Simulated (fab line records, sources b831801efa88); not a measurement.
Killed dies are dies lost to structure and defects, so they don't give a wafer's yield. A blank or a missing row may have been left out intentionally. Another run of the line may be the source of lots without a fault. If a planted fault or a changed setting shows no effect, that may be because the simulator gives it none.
fab line records ; flow sky130
record lots=6; wafers=18; lastDay=49
route steps=708 shown NWELL@59 PAD_OPEN@708
lots untouched by any fault: they come from a run of this same line in which no faults occurred
startH: hours from the record's first day to the start of the lot's first wafer shown ; waitH: time in hours since the lot's previous step ; " as in the row above ; L1.1+2: a row that stands for several wafers ; - no value, or no start given ; * or withheld: withheld ; < > ~ a bound
route shown NAME@n: a module of which the file shows steps, and the number in the route of the first ; usual: average and standard deviation across the fault-free wafers ; same: alike in all rows ; chamber/n: place in a boat ; sites: readings site by site ; _std_site: how widely they spread, as a standard deviation ; _edge_site: mean of outer sites minus mean of inner sites ; radiusMm: for every site, how far away it sits from the centre of the wafer ; mask NAME#n: copy n ; behind: the most recent tool/chamber to have shaped the wafer ; hold: what put the lot on hold/how long, in hours/how the hold closed ; device: transistor that didn't switch, given as n, p or np ; end of line: the tests these same wafers got at the end of their route ; a step given without rows: its recipe and nothing more ; killed: dies that structure and defects cost at the first sort, which is not the same as the wafer's yield ; map: dies across one wafer; x = killed, . = not, _ = none there
set.NAME: the setting the step ran with; set.NAME@STEP: the setting that earlier step ran with ; model.NAME: the simulator's own value behind a step, which no gauge read
lots seen at some steps along the route; tables by step, rows by wafer
services: a tool's chamber out of use, with start hour (startH, from the record's first day; less than 0 if before it), hours out, and reason
## steps
# step SKY_NWELL_SOFTBAKE_06
# recipe tempC=110; timeS=withheld
# step SKY_NWELL_EXPOSE_07
# recipe maskId=NWM; na=0.6; sourceShape=conventional; sigmaOuter=0.6; polarization=unpolarized; targetCdNm=840; doseMj=255
# step SKY_NWELL_PEB_08
# recipe tempC=115; timeS=withheld
# step SKY_NWELL_DEVELOP_09
# recipe wallAngleDeg=90; developer=TMAH; developTimeS=60; devTempC=23
# step SKY_NWELL_OVL_MEAS_10
# usual NWELL_00_OVL=-0.9/1.4
lot.wafer;tool;chamber;startH;waitH;NWELL_00_OVL[nm]
L631.2;overlay-01;-;158.10;-;-1.3
L631.5;overlay-01;-;158.10;-;0.1
L631.6;overlay-01;-;158.10;-;-0.9
L634.1;overlay-02;-;169.80;-;1.1
L634.4;overlay-02;-;169.80;-;0.2
L634.6;overlay-02;-;169.80;-;1.1
L633.2;overlay-01;-;170.95;-;-2.0
L633.3;overlay-01;-;170.95;-;-0.5
L633.6;overlay-01;-;170.95;-;0.2
L635.4;overlay-01;-;177.79;-;0.2
L635.5;overlay-01;-;177.79;-;0.1
L635.6;overlay-01;-;177.79;-;0.8
L636.2;overlay-02;-;183.41;-;1.0
L636.3;overlay-02;-;183.41;-;-0.3
L636.4;overlay-02;-;183.41;-;-1.7
L638.2;overlay-02;-;197.26;-;0.1
L638.4;overlay-02;-;197.26;-;-0.2
L638.5;overlay-02;-;197.26;-;-2.1
# step SKY_NWELL_IMPLANT_11
# recipe species=P; energyKev=400; doseCm2=1.9e+13; tiltDeg=withheld
# step SKY_NWELL_IMPLANT_12
# recipe species=P; energyKev=120; doseCm2=1.3e+12; tiltDeg=withheld
# step SKY_NWELL_IMPLANT_13
# recipe species=P; energyKev=50; doseCm2=7e+11; tiltDeg=withheld
# step SKY_NWELL_STRIP_14
# recipe chemistry=O2/N2; powerW=1400; pressureMtorr=1500; platenTempC=withheld; o2FlowSccm=3000; n2FlowSccm=300; overashFraction=0.5
# usual drypumpMotorCurrentA=5.8/0.53; oesProductAu=0.723/0.0044; stripTimeToEndpointS=36.93/0.13
# same overashFraction=0.5
lot.wafer;tool;chamber;startH;waitH;drypumpMotorCurrentA;oesProductAu;rfHoursCounterH;stripTimeToEndpointS
L631.2;plasmaAsher-03;0;158.58;0.1;4.9;0.723;46;37.08
L631.5;plasmaAsher-03;1;158.58;0.1;5.7;0.729;-;36.92
L631.6;plasmaAsher-03;0;158.58;0.1;4.9;0.722;-;37.00
L634.1;plasmaAsher-01;1;170.29;0.1;6.1;0.719;38;37.06
L634.4;plasmaAsher-01;1;170.29;0.1;6.1;0.726;-;36.93
L634.6;plasmaAsher-01;0;170.29;0.1;6.6;0.722;-;37.04
L633.2;plasmaAsher-03;1;171.43;0.1;5.7;0.730;47;36.97
L633.3;plasmaAsher-03;0;171.43;0.1;4.9;0.716;-;36.92
L633.6;plasmaAsher-03;0;171.43;0.1;4.9;0.726;-;37.03
L635.4;plasmaAsher-04;1;178.29;0.1;5.8;0.721;-;37.14
L635.5;plasmaAsher-04;0;178.29;0.1;5.4;0.719;-;37.18
L635.6;plasmaAsher-04;1;178.29;0.1;5.8;0.726;-;37.19
L636.2;plasmaAsher-03;0;183.89;0.1;4.9;0.715;48;36.75
L636.3;plasmaAsher-03;1;183.89;0.1;5.7;0.729;-;36.75
L636.4;plasmaAsher-03;0;183.89;0.1;4.9;0.716;-;36.83
L638.2;plasmaAsher-01;1;197.74;0.1;6.1;0.720;41;36.93
L638.4;plasmaAsher-01;0;197.74;0.1;6.6;0.719;-;36.91
L638.5;plasmaAsher-01;0;197.74;0.1;6.6;0.725;-;37.00
# step SKY_NWELL_TW_MEAS_15
# usual NWELL_TW=1832/13
lot.wafer;tool;chamber;startH;waitH;NWELL_TW
L631.2;filmMetro-01;-;158.69;0.1;1826
L631.5;filmMetro-01;-;158.69;0.1;1832
L631.6;filmMetro-01;-;158.69;0.1;1827
L634.1;filmMetro-01;-;170.39;0.1;1843
L634.4;filmMetro-01;-;170.39;0.1;1834
L634.6;filmMetro-01;-;170.39;0.1;1843
L633.2;filmMetro-01;-;171.54;0.1;1833
L633.3;filmMetro-01;-;171.54;0.1;1825
L633.6;filmMetro-01;-;171.54;0.1;1826
L635.4;filmMetro-01;-;178.39;0.1;1822
L635.5;filmMetro-01;-;178.39;0.1;1829
L635.6;filmMetro-01;-;178.39;0.1;1829
L636.2;filmMetro-03;-;184.00;0.1;1859
L636.3;filmMetro-03;-;184.00;0.1;1862
L636.4;filmMetro-03;-;184.00;0.1;1860
L638.2;filmMetro-01;-;197.85;0.1;1822
L638.4;filmMetro-01;-;197.85;0.1;1837
L638.5;filmMetro-01;-;197.85;0.1;1820
# step SKY_NWELL_DEHYDRATE_16
# recipe tempC=200; timeS=60
# step SKY_NWELL_HMDS_17
# recipe primeTimeS=60; primeTempC=120
# step SKY_NWELL_COAT_18
# recipe spinRpm=2000; resistThkNm=3000
lot.wafer;tool;chamber;startH;waitH;model.coat_of_NWELL_COAT_18.thkNm
L631.2;lithoTrack-04;0;168.48;0.1;3011
L631.5;lithoTrack-04;0;168.48;0.1;3003
L631.6;lithoTrack-04;0;168.48;0.1;3009
L634.1;lithoTrack-01;0;180.45;0.1;3015
L634.4;lithoTrack-01;0;180.45;0.1;3007
L634.6;lithoTrack-01;0;180.45;0.1;3018
L633.2;lithoTrack-01;0;181.72;0.1;1607
L633.3;lithoTrack-01;0;181.72;0.1;1604
L633.6;lithoTrack-01;0;181.72;0.1;1609
L635.4;lithoTrack-01;0;188.57;0.1;1616
L635.5;lithoTrack-01;0;188.57;0.1;1611
L635.6;lithoTrack-01;0;188.57;0.1;1613
L636.2;lithoTrack-04;0;193.78;0.1;2991
L636.3;lithoTrack-04;0;193.78;0.1;2993
L636.4;lithoTrack-04;0;193.78;0.1;2992
L638.2+4;lithoTrack-02;0;208.05;0.1;2982
L638.5;lithoTrack-02;0;208.05;0.1;2980
# step SKY_NWELL_SOFTBAKE_19
# recipe tempC=110; timeS=withheld
# step SKY_NWELL_EXPOSE_20
# recipe maskId=NWM_COMPLEMENT; na=0.6; sourceShape=conventional; sigmaOuter=0.6; polarization=unpolarized; targetCdNm=840; doseMj=260
# step SKY_NWELL_PEB_21
# recipe tempC=115; timeS=withheld
# step SKY_NWELL_DEVELOP_22
# recipe wallAngleDeg=90; developer=TMAH; developTimeS=60; devTempC=23
lot.wafer;tool;chamber;startH;waitH;model.coat_of_NWELL_COAT_18.thkNm
L631.2;lithoTrack-02;0;-;-;3007
L631.5;lithoTrack-02;0;-;-;2998
L631.6;lithoTrack-02;0;-;-;3004
L634.1;lithoTrack-02;0;-;-;3011
L634.4;lithoTrack-02;0;-;-;3003
L634.6;lithoTrack-02;0;-;-;3014
L633.2;lithoTrack-01;0;-;-;1602
L633.3;lithoTrack-01;0;-;-;1600
L633.6;lithoTrack-01;0;-;-;1605
L635.4;lithoTrack-04;0;-;-;1612
L635.5;lithoTrack-04;0;-;-;1606
L635.6;lithoTrack-04;0;-;-;1608
L636.2;lithoTrack-04;0;-;-;2987
L636.3+4;lithoTrack-04;0;-;-;2988
L638.2;lithoTrack-01;0;-;-;2978
L638.4;lithoTrack-01;0;-;-;2977
L638.5;lithoTrack-01;0;-;-;2976
# step SKY_NWELL_OVL_MEAS_23
# usual NWELL_01_OVL=-2.5/2
lot.wafer;tool;chamber;startH;waitH;NWELL_01_OVL[nm]
L631.2;overlay-01;-;179.54;-;-6.0
L631.5;overlay-01;-;179.54;-;-3.2
L631.6;overlay-01;-;179.54;-;-4.3
L634.1;overlay-01;-;191.22;-;-3.3
L634.4;overlay-01;-;191.22;-;-2.3
L634.6;overlay-01;-;191.22;-;-3.3
L633.2;overlay-02;-;192.40;-;-4.7
L633.3;overlay-02;-;192.40;-;-5.2
L633.6;overlay-02;-;192.40;-;-4.3
L635.4;overlay-01;-;199.82;-;-1.7
L635.5;overlay-01;-;199.82;-;0.1
L635.6;overlay-01;-;199.82;-;-0.2
L636.2;overlay-01;-;204.81;-;-5.8
L636.3;overlay-01;-;204.81;-;-2.9
L636.4;overlay-01;-;204.81;-;-5.3
L638.2;overlay-02;-;219.15;-;-3.6
L638.4;overlay-02;-;219.15;-;-5.4
L638.5;overlay-02;-;219.15;-;-3.8
# step SKY_NWELL_IMPLANT_24
# recipe species=B; energyKev=140; doseCm2=9.2e+12; tiltDeg=withheld
# step SKY_NWELL_STRIP_25
# recipe chemistry=O2/N2; powerW=1400; pressureMtorr=1500; platenTempC=withheld; o2FlowSccm=3000; n2FlowSccm=300; overashFraction=0.5
# usual drypumpMotorCurrentA=5.9/0.55; oesProductAu=0.722/0.0047; stripTimeToEndpointS=36.90/0.14
# same overashFraction=0.5
lot.wafer;tool;chamber;startH;waitH;drypumpMotorCurrentA;oesProductAu;rfHoursCounterH;stripTimeToEndpointS
L631.2;plasmaAsher-04;1;179.72;0.1;5.8;0.725;6;37.03
L631.5;plasmaAsher-04;0;179.72;0.1;5.4;0.724;-;36.93
L631.6;plasmaAsher-04;1;179.72;0.1;5.8;0.720;-;37.02
L634.1;plasmaAsher-01;1;191.41;0.1;6.1;0.722;40;37.10
L634.4;plasmaAsher-01;0;191.41;0.1;6.6;0.721;-;37.01
L634.6;plasmaAsher-01;1;191.41;0.1;6.1;0.724;-;37.14
L633.2;plasmaAsher-01;1;192.58;0.1;6.1;0.708;40;20.72
L633.3;plasmaAsher-01;1;192.58;0.1;6.1;0.717;-;20.68
L633.6;plasmaAsher-01;0;192.58;0.1;6.6;0.715;-;20.75
L635.4;plasmaAsher-04;1;200.02;0.1;5.8;0.716;-;20.83
L635.5;plasmaAsher-04;0;200.02;0.1;5.4;0.712;-;20.75
L635.6;plasmaAsher-04;1;200.02;0.1;5.8;0.720;-;20.79
L636.2;plasmaAsher-01;0;204.99;0.1;6.6;0.728;41;36.81
L636.3;plasmaAsher-01;0;204.99;0.1;6.6;0.727;-;36.83
L636.4;plasmaAsher-01;1;204.99;0.1;6.1;0.723;-;36.80
L638.2;plasmaAsher-04;1;219.33;0.1;5.8;0.720;10;36.70
L638.4;plasmaAsher-04;1;219.33;0.1;5.8;0.723;-;36.70
L638.5;plasmaAsher-04;0;219.33;0.1;5.4;0.718;-;36.67
# step SKY_NWELL_TW_MEAS_26
# usual NWELL_2_TW=500.3/2.5
lot.wafer;tool;chamber;startH;waitH;NWELL_2_TW
L631.2;filmMetro-03;-;179.83;0.1;508.3
L631.5;filmMetro-03;-;179.83;0.1;506.1
L631.6;filmMetro-03;-;179.83;0.1;506.7
L634.1;filmMetro-01;-;191.51;0.1;498.4
L634.4;filmMetro-01;-;191.51;0.1;502.2
L634.6;filmMetro-01;-;191.51;0.1;500.9
L633.2;filmMetro-01;-;192.69;0.1;501.2
L633.3;filmMetro-01;-;192.69;0.1;495.6
L633.6;filmMetro-01;-;192.69;0.1;500.2
L635.4;filmMetro-01;-;200.12;0.1;495.4
L635.5;filmMetro-01;-;200.12;0.1;497.0
L635.6;filmMetro-01;-;200.12;0.1;498.5
L636.2;filmMetro-01;-;205.10;0.1;495.8
L636.3;filmMetro-01;-;205.10;0.1;494.4
L636.4;filmMetro-01;-;205.10;0.1;497.6
L638.2;filmMetro-01;-;219.44;0.1;498.7
L638.4;filmMetro-01;-;219.44;0.1;498.0
L638.5;filmMetro-01;-;219.44;0.1;497.6
# step SKY_PAD_OPEN_PROBE_99
lot.wafer;tool;chamber;startH;waitH;model.etest.nfet_16v.rOnOhmUm;model.etest.pfet_16v.rOnOhmUm;model.etest.resIsoPwell.widthNm;model.etest.resNwell.widthNm;model.etest.pfet_16v.driveUaUm;model.etest.nfet_16v.driveUaUm
L631.2;prober-02;-;1146.32;0.1;1.41e+04;1.534e+04;2638;846.2;244.1;218.2
L631.5;prober-02;-;1146.47;0.2;1.414e+04;1.493e+04;2646;839.6;249.5;220.4
L631.6;prober-02;-;1146.52;0.2;1.424e+04;1.533e+04;2638;836.3;244.5;215.9
L634.1;prober-02;-;1155.11;0.1;1.424e+04;1.467e+04;2659;834;251.1;223.7
L634.4;prober-02;-;1155.26;0.2;1.421e+04;1.505e+04;2648;837.3;247.4;217.9
L634.6;prober-02;-;1155.36;0.2;1.416e+04;1.49e+04;2641;835.4;248.6;222.9
L633.2;prober-01;-;1158.37;0.1;1.496e+04;1.471e+04;2760;792.5;254.4;209.2
L633.3;prober-01;-;1158.42;0.2;1.499e+04;1.46e+04;2758;799.6;255.4;213.3
L633.6;prober-01;-;1158.57;0.2;1.484e+04;1.458e+04;2762;792.4;255.8;214.1
L635.4;prober-02;-;1167.36;0.2;1.534e+04;1.521e+04;2756;797;255.1;209.8
L635.5;prober-02;-;1167.41;0.2;1.527e+04;1.507e+04;2754;799.4;256;207.1
L635.6;prober-02;-;1167.46;0.2;1.515e+04;1.502e+04;2744;797.8;259.3;212.9
L636.2;prober-01;-;1174.01;0.1;1.356e+04;1.496e+04;2656;823;245.6;234.8
L636.3;prober-01;-;1174.06;0.2;1.366e+04;1.512e+04;2669;825.8;240.4;231
L636.4;prober-01;-;1174.11;0.2;1.381e+04;1.504e+04;2672;819.1;243;231.1
L638.2;prober-01;-;1182.37;0.1;1.432e+04;1.515e+04;2644;850.5;248.9;214.9
L638.4;prober-01;-;1182.47;0.2;1.435e+04;1.57e+04;2632;854;243.8;213.2
L638.5;prober-01;-;1182.52;0.2;1.451e+04;1.534e+04;2654;848.2;246.8;212.4
# killed by level:class
L631.2 METAL1:geometricParticle:short=10 VIA3:geometricParticle:open=10 FIELD_ISO:geometricParticle:open=6 VIA1:geometricParticle:open=6 METAL2:geometricParticle:short=5 POLY_GATE:geometricParticle:open=4 POLY_GATE:geometricParticle:short=4 LI_CONTACT:geometricParticle:open=4
L631.5 VIA1:geometricParticle:short=8 LI_CONTACT:geometricParticle:open=8 VIA1:geometricParticle:open=8 POLY_GATE:geometricParticle:short=7 VIA3:geometricParticle:open=6 METAL1:geometricParticle:short=5 CONTACT:geometricParticle:short=4 CONTACT:geometricParticle:open=4
L631.6 VIA1:geometricParticle:open=12 VIA3:geometricParticle:open=7 LOCAL_INTERCONNECT:geometricParticle:short=6 CONTACT:geometricParticle:open=6 VIA2:geometricParticle:open=6 POLY_GATE:geometricParticle:short=4 LI_CONTACT:geometricParticle:open=4 METAL1:geometricParticle:short=4
L634.1 VIA1:geometricParticle:open=16 METAL2:geometricParticle:short=8 LOCAL_INTERCONNECT:geometricParticle:short=7 CONTACT:geometricParticle:open=7 VIA3:geometricParticle:open=6 FIELD_ISO:geometricParticle:open=5 FIELD_ISO:geometricParticle:short=5 METAL1:geometricParticle:short=5
L634.4 LI_CONTACT:geometricParticle:open=8 FIELD_ISO:geometricParticle:open=6 FIELD_ISO:geometricParticle:short=6 METAL2:geometricParticle:short=5 POLY_GATE:geometricParticle:short=4 METAL1:geometricParticle:short=4 VIA3:geometricParticle:open=4 VIA2:geometricParticle:short=3
L634.6 CONTACT:geometricParticle:open=8 METAL1:geometricParticle:short=8 LOCAL_INTERCONNECT:geometricParticle:short=7 FIELD_ISO:geometricParticle:short=6 LI_CONTACT:geometricParticle:short=6 METAL2:geometricParticle:short=6 VIA2:geometricParticle:open=6 POLY_GATE:geometricParticle:short=5
L636.2 VIA1:geometricParticle:open=8 VIA1:geometricParticle:short=7 METAL4:geometricParticle:short=7 METAL1:geometricParticle:short=6 CONTACT:geometricParticle:short=5 VIA3:geometricParticle:open=5 FIELD_ISO:geometricParticle:short=4 CONTACT:geometricParticle:open=4
L636.3 VIA1:geometricParticle:open=12 VIA3:geometricParticle:open=10 CONTACT:geometricParticle:open=9 CONTACT:geometricParticle:short=8 LI_CONTACT:geometricParticle:open=7 METAL2:geometricParticle:short=7 FIELD_ISO:geometricParticle:short=4 METAL1:geometricParticle:short=4
L636.4 VIA1:geometricParticle:open=10 FIELD_ISO:geometricParticle:open=7 POLY_GATE:geometricParticle:open=7 CONTACT:geometricParticle:open=7 VIA1:geometricParticle:short=5 METAL2:geometricParticle:short=5 VIA2:geometricParticle:open=5 LI_CONTACT:geometricParticle:open=4
L638.2 VIA1:geometricParticle:open=13 LI_CONTACT:geometricParticle:open=8 FIELD_ISO:geometricParticle:short=6 FIELD_ISO:geometricParticle:open=6 CONTACT:geometricParticle:open=6 VIA1:geometricParticle:short=6 POLY_GATE:geometricParticle:short=5 POLY_GATE:geometricParticle:open=5
L638.4 LI_CONTACT:geometricParticle:open=9 CONTACT:geometricParticle:open=9 FIELD_ISO:geometricParticle:short=8 METAL1:geometricParticle:short=6 VIA2:geometricParticle:open=6 LI_CONTACT:geometricParticle:short=5 LOCAL_INTERCONNECT:geometricParticle:short=5 VIA1:geometricParticle:short=5
L638.5 CONTACT:geometricParticle:open=15 CONTACT:geometricParticle:short=8 VIA2:geometricParticle:open=8 VIA3:geometricParticle:open=7 VIA1:geometricParticle:open=5 LI_CONTACT:geometricParticle:short=4 LI_CONTACT:geometricParticle:open=4 LOCAL_INTERCONNECT:geometricParticle:short=4
## services
tool;chamber;startH;hours;kind
plasmaAsher-01;-;188.90;2.5;repair
lithoTrack-02;-;214.08;-;consumableReplace:filter
## key
firstSign step=SKY_NWELL_STRIP_25; reading=stripTimeToEndpointS; direction=down; sigmas=99+; usual=*; struck=*
effect none on later readings
modelEffect step=SKY_NWELL_COAT_18; value=coat_of_NWELL_COAT_18.thkNm; without=3015; struck=1610
modelEffect step=SKY_NWELL_DEVELOP_22; value=coat_of_NWELL_COAT_18.thkNm; without=3011; struck=1606
modelEffect step=SKY_PAD_OPEN_PROBE_99; value=etest.nfet_16v.rOnOhmUm; without=1.436e+04; struck=1.509e+04
metAt SKY_NWELL_COAT_18
struckWafers L633.2,L633.3,L633.6,L635.4,L635.5,L635.6
sortLeftOut L633.2,L633.3,L633.6,L635.4,L635.5,L635.6
testerLeftOut L633,L635
onsetBetween 180.45 181.72
fault kind=processParameterDrift; tool=lithoTrack-01; chamber=-; onsetH=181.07; steps=SKY_NWELL_COAT_18; channel=resistThkNm; offset=-1398.4; shape=step; endH=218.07; actsIn=theseRecipesOnly; stated=3000
# testerLeftOut: of these lots the tester's yield and bins aren't shown, on N5 and GAA mostly nor the transistor test; their killed dies are dies lost to structure and defects alone, not to doping, threshold or leakage, so they don't give the yield
# sortLeftOut: the simulated sort isn't trusted on such a fault, so these wafers' sort isn't shown, and their yield isn't known
